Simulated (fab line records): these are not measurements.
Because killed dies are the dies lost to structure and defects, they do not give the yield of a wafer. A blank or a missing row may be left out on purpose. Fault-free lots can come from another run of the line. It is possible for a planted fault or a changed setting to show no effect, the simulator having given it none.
fab line records	flow sky130
record lots=11	wafers=33	lastDay=50
route steps=708 shown CAPM@550 METAL3@563 CAP2M@604 METAL4@635 PAD_OPEN@708
lots that met no fault: taken from a fault-free run of the same line
startH: start of the lot's first displayed wafer, in hours after the record's first day	waitH: hours from the lot's prior step to this one	" identical to the entry in the row above	L1.1+2: a row that stands for several wafers	- value missing, or start not given	* or withheld: withheld	< > ~ a bound
route shown NAME@n: a module of which the file shows steps, and the number in the route of the first	usual: average and standard deviation across the fault-free wafers	same: alike in all rows	chamber/n: place in a boat	sites: the reading at each site	_std_site: the standard deviation of these	_edge_site: inner sites' mean taken away from outer sites' mean	radiusMm: how far each site lies from the wafer's centre	mask NAME#n: copy n	behind: the last tool/chamber to shape the wafer	hold: why the lot went on hold/how many hours it stayed there/how the hold came to an end	device: the transistor (n, p or np) that didn't switch	end of line: the same wafers' tests at the end of the route	a step with no rows: only its recipe	killed: dies lost to structure and defects at the first sort, not the wafer's yield	map: a wafer's dies, marking killed ones x, the rest . and places with no die _
set.NAME: the setting that was run; set.NAME@STEP: the one run at that earlier step	model.NAME: the simulator's own value behind a step, which no gauge read
a sample of lots followed through the steps of the route, with each step as a table and each wafer as a row
services: when a tool's chamber went out of use (startH, in hours from the record's first day, below 0 if earlier), for how many hours, and the reason
## steps
# step SKY_CAPM_METAL_ETCH_13
# recipe targetDepthNm=220	stopOn=SiO2	chemistry=Cl2/BCl3	target=TiN	pressureMtorr=10	icpW=900	biasW=48.5	Cl2_flow_sccm=60	bcl3FlowSccm=30	timeS=62.9
# usual drypumpMotorCurrentA=5.56/0.24	oesProductAu=0.940/0.007	throttleValvePct=21.903/0.011
# same timeS=62.9
lot.wafer	tool	chamber	startH	waitH	drypumpMotorCurrentA	oesProductAu	rfHoursCounterH	throttleValvePct
L830.4	rieMetal-01	1	882.32	0.0	5.48	0.941	-	21.897
L830.5	"	1	"	"	5.51	0.948	-	21.897
L830.6	"	0	"	"	5.76	0.946	-	21.920
L831.1	rieMetal-02	0	895.04	0.0	5.68	0.937	15	21.904
L831.2	"	1	"	"	4.97	0.930	2	21.895
L831.6	"	1	"	"	5.00	0.941	-	21.896
L833.4	rieMetal-03	0	911.44	0.0	5.61	0.940	-	21.879
L833.5	"	1	"	"	5.67	0.947	-	21.903
L833.6	"	0	"	"	5.64	0.945	-	21.903
L836.2	rieMetal-02	0	944.66	0.0	5.73	0.936	0	21.918
L836.4	"	1	"	"	4.97	0.949	-	21.908
L836.5	"	1	"	"	5.00	0.940	-	21.903
L837.3	rieMetal-03	0	949.77	0.0	5.61	0.936	-	21.912
L837.5	"	1	"	"	5.65	0.945	-	21.897
L837.6	"	0	"	"	5.59	0.926	-	21.901
L839.2	rieMetal-01	0	955.37	0.0	5.76	0.946	14	21.890
L839.3	"	0	"	"	5.77	0.943	-	21.900
L839.4	"	1	"	"	5.47	0.939	-	21.904
L841.2	rieMetal-01	1	970.65	0.0	5.48	0.946	9	21.909
L841.3	"	1	"	"	5.49	0.946	-	21.905
L841.4	"	0	"	"	5.79	0.940	-	21.904
L850.1	rieMetal-02	1	1012.91	0.0	4.98	0.945	8	21.900
L850.3	"	1	"	"	4.98	0.936	-	21.903
L850.5	"	0	"	"	5.71	0.926	-	21.908
L849.1	rieMetal-01	1	1014.87	0.0	5.49	0.941	11	21.910
L849.2	"	0	"	"	5.77	0.938	17	21.912
L849.4	"	0	"	"	5.77	0.949	-	21.892
L851.2	rieMetal-01	1	1024.27	0.0	5.48	0.949	11	21.903
L851.3	"	0	"	"	5.80	0.941	-	21.898
L851.5	"	0	"	"	5.78	0.939	-	21.914
L852.1	rieMetal-01	1	1034.32	0.0	5.46	0.941	12	21.898
L852.2	"	0	"	"	5.78	0.941	18	21.910
L852.4	"	0	"	"	5.76	0.943	-	21.878
# step SKY_METAL3_CD_MEAS_13
# recipe targetCdNm=300
# usual cdNm=300.0/1.7
lot.wafer	tool	chamber	startH	waitH	cdNm
L830.4	cdSem-02	-	908.57	-	299.0
L830.5	"	-	"	"	297.6
L830.6	"	-	"	"	297.8
L831.1	cdSem-01	-	920.28	-	299.8
L831.2	"	-	"	"	300.8
L831.6	"	-	"	"	300.5
L833.4	cdSem-02	-	936.44	-	302.4
L833.5	"	-	"	"	303.0
L833.6	"	-	"	"	302.0
L836.2	cdSem-01	-	969.58	-	298.4
L836.4	"	-	"	"	299.2
L836.5	"	-	"	"	300.0
L837.3	cdSem-02	-	973.77	-	300.0
L837.5	"	-	"	"	299.9
L837.6	"	-	"	"	299.5
L839.2	cdSem-01	-	980.63	-	301.3
L839.3	"	-	"	"	301.0
L839.4	"	-	"	"	300.1
L841.2	cdSem-01	-	994.58	-	301.4
L841.3	"	-	"	"	299.4
L841.4	"	-	"	"	300.6
L850.1	cdSem-02	-	1035.96	-	298.9
L850.3	"	-	"	"	297.8
L850.5	"	-	"	"	299.5
L849.1	cdSem-02	-	1036.63	-	296.7
L849.2	"	-	"	"	298.1
L849.4	"	-	"	"	296.5
L851.2	cdSem-02	-	1047.00	-	301.8
L851.3	"	-	"	"	300.2
L851.5	"	-	"	"	300.5
L852.1	cdSem-02	-	1056.08	-	300.9
L852.2	"	-	"	"	298.9
L852.4	"	-	"	"	299.0
# step SKY_CAP2M_THK_MEAS_01
# recipe reads=SiO2_of_CAP2M_CVD_00
# usual CAP2M_CVD_00_THK=15.50/0.25
lot.wafer	tool	chamber	startH	waitH	CAP2M_CVD_00_THK[nm]
L830.4	filmMetro-04	-	936.97	-	15.57
L830.5	"	-	"	"	15.95
L830.6	"	-	"	"	15.61
L831.1	filmMetro-02	-	947.56	-	15.24
L831.2	"	-	"	"	15.31
L831.6	"	-	"	"	15.48
L833.4	filmMetro-02	-	963.94	-	15.14
L833.5	"	-	"	"	15.13
L833.6	"	-	"	"	15.33
L836.2	filmMetro-03	-	995.97	-	15.60
L836.4	"	-	"	"	15.79
L836.5	"	-	"	"	15.72
L837.3	filmMetro-02	-	1000.77	-	15.30
L837.5	"	-	"	"	15.61
L837.6	"	-	"	"	15.36
L839.2	filmMetro-04	-	1007.18	-	15.16
L839.3	"	-	"	"	15.26
L839.4	"	-	"	"	15.29
L841.2	filmMetro-02	-	1021.00	-	15.22
L841.3	"	-	"	"	15.17
L841.4	"	-	"	"	15.79
L850.1	filmMetro-03	-	1061.15	-	15.65
L850.3	"	-	"	"	15.60
L850.5	"	-	"	"	15.77
L849.1	filmMetro-02	-	1062.06	-	15.31
L849.2	"	-	"	"	15.51
L849.4	"	-	"	"	15.75
L851.2	filmMetro-03	-	1071.81	-	15.23
L851.3	"	-	"	"	15.64
L851.5	"	-	"	"	15.86
L852.1	filmMetro-02	-	1081.10	-	15.38
L852.2	"	-	"	"	15.05
L852.4	"	-	"	"	15.44
# step SKY_METAL4_STRIP_19
# recipe chemistry=O2/N2	powerW=1400	pressureMtorr=1500	platenTempC=withheld	o2FlowSccm=3000	n2FlowSccm=300	overashFraction=0.5
# usual drypumpMotorCurrentA=5.9/0.36	o2FlowSccm=3002/8.2	oesProductAu=0.505/0.0052	overashFraction=0.5/0	stripTimeToEndpointS=6.62/0.069
lot.wafer	tool	chamber	startH	waitH	drypumpMotorCurrentA	o2FlowSccm	oesProductAu	overashFraction	rfHoursCounterH	stripTimeToEndpointS
L830.4	plasmaAsher-02	0	986.48	0.1	5.6	3000	0.501	0.5	-	6.70
L830.5	"	0	"	"	5.6	2993	0.500	0.5	-	6.70
L830.6	"	1	"	"	5.5	2993	0.513	0.5	-	6.63
L831.1	plasmaAsher-03	1	997.24	0.3	6.1	3000	0.509	0.5	118	6.61
L831.2	"	0	"	"	6.4	3006	0.499	0.5	118	6.59
L831.6	"	1	"	"	6.1	2994	0.507	0.5	-	6.64
L833.4	plasmaAsher-01	0	1012.79	0.1	5.5	3004	0.502	0.5	-	6.51
L833.5	"	0	"	"	5.5	2999	0.505	0.5	-	6.70
L833.6	"	1	"	"	6.2	3002	0.496	0.5	-	6.52
L836.2	plasmaAsher-03	1	1041.67	0.1	6.1	3011	0.510	0.5	123	6.67
L836.4	"	0	"	"	6.5	2998	0.500	0.5	-	6.59
L836.5	"	0	"	"	6.5	3013	0.505	0.5	-	6.61
L837.3	plasmaAsher-03	0	1046.99	0.1	6.5	3008	0.502	0.7	-	6.55
L837.5	"	1	"	"	6.1	2986	0.502	0.5	-	6.54
L837.6	"	0	"	"	6.5	3009	0.501	0.7	-	6.58
L839.2	plasmaAsher-01	1	1053.01	0.1	6.2	2998	0.506	0.5	90	6.63
L839.3	"	0	"	"	5.5	3007	0.508	0.5	-	6.60
L839.4	"	1	"	"	6.2	2999	0.510	0.5	-	6.65
L841.2	plasmaAsher-03	1	1065.81	0.1	6.0	2997	0.502	0.5	0	6.53
L841.3	"	1	"	"	6.1	2998	0.511	0.5	-	6.52
L841.4	"	0	"	"	6.5	2999	0.494	0.7	-	6.46
L850.1	plasmaAsher-01	0	1104.76	0.3	5.5	3002	0.505	0.5	96	6.65
L850.3	"	0	"	"	5.5	3008	0.513	0.5	-	6.65
L850.5	"	1	"	"	6.2	3015	0.504	0.5	-	6.59
L849.1	plasmaAsher-02	1	1105.29	0.1	5.6	3004	0.504	0.5	67	6.55
L849.2	"	0	"	"	5.6	3019	0.502	0.5	67	6.68
L849.4	"	1	"	"	5.6	3006	0.504	0.5	-	6.69
L851.2	plasmaAsher-02	1	1113.94	0.1	5.6	3009	0.506	0.5	68	6.77
L851.3	"	0	"	"	5.6	2985	0.522	0.5	-	6.79
L851.5	"	1	"	"	5.6	3000	0.510	0.5	-	6.76
L852.1	plasmaAsher-02	1	1122.89	0.1	5.6	2991	0.506	0.5	69	6.64
L852.2	"	0	"	"	5.6	2998	0.504	0.5	69	6.49
L852.4	"	1	"	"	5.6	3009	0.500	0.5	-	6.62
# step SKY_PAD_OPEN_PROBE_99
# usual defectLimitedYield=82.2/1.9	killed_at_M0_to_M3=44/6.8	killed_at_M4_up=3.1/1.8	killedAtContacts=25/5.2	killedAtFrontEnd=15/4.1	killedAtOther=0.3/0.62	killedDies=88/9.4	killedOpen=48/7.1	killedShort=40/6.1	sort_bin_3_pad_short=0.9/0.38	sort_bin_5_function=10.5/1.5	sort_bin_6_memory=6.5/1.2	sort_bin_8_speed=0.5/0.95	sortNPass=402/10	sortYieldPct=81.6/2
# same grossDies=492	killedAtBackSide=0	sort_bin_4_leakage[%]=0
lot.wafer	tool	chamber	startH	waitH	defectLimitedYield[%]	killed_at_M0_to_M3	killed_at_M4_up	killedAtContacts	killedAtFrontEnd	killedAtOther	killedDies	killedOpen	killedShort	sort_bin_3_pad_short[%]	sort_bin_5_function[%]	sort_bin_6_memory[%]	sort_bin_8_speed[%]	sortNPass	sortYieldPct[%]
L836.2	prober-02	-	1130.88	0.1	80.5	46	4	29	17	0	96	51	45	0.8	12.8	5.9	0.6	393	79.9
L836.4	prober-02	-	1130.98	0.2	81.1	53	3	25	11	1	93	57	36	0.4	11.8	6.7	0.4	397	80.7
L836.5	prober-02	-	1131.03	0.2	80.9	45	3	33	13	0	94	57	37	1.6	10.4	7.1	0.8	394	80.1
L839.2	prober-01	-	1141.16	0.1	83.5	45	1	20	14	1	81	46	35	0.4	9.3	6.7	0.4	409	83.1
L839.3	prober-01	-	1141.21	0.2	79.9	55	3	27	14	0	99	49	50	1.2	12.2	6.7	0	393	79.9
L839.4	prober-01	-	1141.26	0.2	82.1	52	0	20	16	0	88	43	45	0.4	11.2	6.3	0.4	402	81.7
L849.1	prober-02	-	1185.98	0.1	83.3	35	3	30	14	0	82	39	43	1.4	8.1	7.1	0.2	409	83.1
L849.2	prober-02	-	1186.03	0.1	85.0	38	1	22	13	0	74	40	33	1.8	7.1	6.1	0.4	416	84.6
L849.4	prober-02	-	1186.13	0.2	80.5	47	6	22	21	0	96	52	43	0.8	11.0	7.7	0.4	394	80.1
# killed by level:class
L836.2 VIA1:geometricParticle:open=10 CONTACT:geometricParticle:short=9 CONTACT:geometricParticle:open=7 FIELD_ISO:geometricParticle:open=6 LI_CONTACT:geometricParticle:short=6 METAL1:geometricParticle:short=6 METAL2:geometricParticle:short=6 VIA2:geometricParticle:open=5
L836.4 VIA1:geometricParticle:open=15 CONTACT:geometricParticle:open=12 LI_CONTACT:geometricParticle:open=8 VIA2:geometricParticle:open=8 VIA1:geometricParticle:short=6 METAL2:geometricParticle:short=6 VIA3:geometricParticle:open=5 FIELD_ISO:geometricParticle:short=4
L836.5 VIA1:geometricParticle:open=17 CONTACT:geometricParticle:open=12 LI_CONTACT:geometricParticle:open=9 LOCAL_INTERCONNECT:geometricParticle:short=6 VIA1:geometricParticle:short=6 POLY_GATE:geometricParticle:open=5 VIA2:geometricParticle:open=5 METAL2:geometricParticle:short=3
L839.2 CONTACT:geometricParticle:open=11 VIA3:geometricParticle:open=9 VIA1:geometricParticle:open=7 METAL1:geometricParticle:short=6 VIA1:geometricParticle:short=6 FIELD_ISO:geometricParticle:open=5 VIA2:geometricParticle:open=5 FIELD_ISO:geometricParticle:short=4
L839.3 VIA1:geometricParticle:open=15 METAL2:geometricParticle:short=9 CONTACT:geometricParticle:short=8 METAL1:geometricParticle:short=8 LI_CONTACT:geometricParticle:open=6 CONTACT:geometricParticle:open=6 VIA1:geometricParticle:short=6 VIA2:geometricParticle:open=5
L839.4 VIA2:geometricParticle:open=10 METAL1:geometricParticle:short=10 VIA1:geometricParticle:open=10 VIA1:geometricParticle:short=7 FIELD_ISO:geometricParticle:open=6 CONTACT:geometricParticle:open=6 METAL2:geometricParticle:short=5 POLY_GATE:geometricParticle:short=4
L849.1 CONTACT:geometricParticle:open=13 VIA3:geometricParticle:open=11 LOCAL_INTERCONNECT:geometricParticle:short=7 POLY_GATE:geometricParticle:short=6 METAL1:geometricParticle:short=5 FIELD_ISO:geometricParticle:open=4 LI_CONTACT:geometricParticle:short=4 METAL2:geometricParticle:short=4
L849.2 LI_CONTACT:geometricParticle:open=9 VIA2:geometricParticle:open=7 VIA1:geometricParticle:open=6 CONTACT:geometricParticle:short=5 CONTACT:geometricParticle:open=5 METAL1:geometricParticle:short=5 VIA3:geometricParticle:open=4 FIELD_ISO:geometricParticle:short=3
L849.4 VIA3:geometricParticle:open=13 VIA1:geometricParticle:open=8 FIELD_ISO:geometricParticle:open=7 VIA1:geometricParticle:short=7 POLY_GATE:geometricParticle:open=6 CONTACT:geometricParticle:short=5 CONTACT:geometricParticle:open=5 METAL2:geometricParticle:short=5
## services
tool	chamber	startH	hours	kind
plasmaAsher-02	-	912.02	7.4	repair
rieMetal-02	0	923.77	-	clean
rieMetal-02	0	923.77	18.5	scheduledDown
rieMetal-02	0	923.77	18.5	ventCycle
rieMetal-01	0	930.71	13.0	repair
plasmaAsher-02	-	986.55	1.3	repair
plasmaAsher-02	-	994.49	3.7	repair
plasmaAsher-02	-	994.86	1.7	repair
plasmaAsher-01	-	1014.15	10.4	repair
rieMetal-03	0	1039.34	3.6	repair
plasmaAsher-03	-	1055.31	9.0	pm
plasmaAsher-03	0	1055.31	9.0	ventCycle
plasmaAsher-03	1	1055.31	9.0	ventCycle
rieMetal-03	0	1060.37	-	clean
rieMetal-03	0	1060.37	15.8	scheduledDown
rieMetal-03	0	1060.37	15.8	ventCycle
plasmaAsher-03	0	1064.31	-	clean
plasmaAsher-03	1	1064.31	-	clean
plasmaAsher-02	-	1080.58	0.4	repair
plasmaAsher-01	-	1094.15	0.7	repair
plasmaAsher-02	-	1104.64	0.4	repair
plasmaAsher-03	-	1116.83	8.7	repair
## key
firstSign step=SKY_METAL4_STRIP_19	reading=overashFraction	direction=up	sigmas=99+	usual=0.5	struck=0.7
effect none on later readings
metAt SKY_METAL4_STRIP_19
struckLots L837,L841
struckWafers L837.3,L837.6,L841.4
notActingAt SKY_CAPM_METAL_ETCH_13,SKY_METAL3_CD_MEAS_13,SKY_CAP2M_THK_MEAS_01
onsetBetween 1041.67 1046.99
fault kind=processParameterDrift	tool=plasmaAsher-03	chamber=0	onsetH=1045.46	steps=SKY_METAL4_STRIP_19	channel=overashFraction	offset=0.2	shape=step	endH=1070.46	actsIn=theseRecipesOnly	stated=0.5
